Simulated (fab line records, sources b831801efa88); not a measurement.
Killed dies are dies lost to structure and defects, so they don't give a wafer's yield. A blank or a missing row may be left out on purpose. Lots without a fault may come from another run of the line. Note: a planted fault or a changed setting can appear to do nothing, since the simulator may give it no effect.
Matching of chambers | flow sky130 | 3 sister chambers for SKY_PASSIVATION_CVD_02 on pecvd-03
The step deposits Si3N4, target thk 540 nm. 3 wafers are shown with their chamber, then 7 later ones without.

## WAFERS WITH THEIR CHAMBER
wafer  | chamber | heater power w (W)
L088.3 | 2       | 684
L092.1 | 0       | 909
L092.2 | 1       | 892

## WAFERS WITHOUT THEIR CHAMBER
wafer  | heater power w (W)
L092.6 | 730
L096.3 | 619
L096.4 | 629
L096.6 | 712
L097.1 | 874
L097.3 | 580
L097.5 | 618

## CHAMBER TAKEN BY EACH
wafer  | from the rows above     | in truth
L092.6 | can't be placed: 2 or 1 | 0
L096.3 | 2                       | 2
L096.4 | 2                       | 2
L096.6 | 2                       | 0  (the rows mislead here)
L097.1 | can't be placed: 1 or 0 | 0
L097.3 | 2                       | 2
L097.5 | 2                       | 2
Placed correctly: 4 of 7. From these rows, 2 cannot be placed; in 1 the true chamber is one of the candidates. Wrongly placed: 1.
How it was worked out, from the rows above alone: a wafer's distance from a chamber is the root of the sum, over the readings, of the square of ((its reading less the chamber's mean) divided by the reading's scatter). If the next closest chamber is less than 2 further off than the closest, the wafer can't be placed; otherwise it belongs to the closest. The mean given for a chamber averages the wafers shown for that chamber. The scatter: with one shown wafer a chamber, the root of the mean of the squares of how far each hidden wafer lies from its nearest shown one.
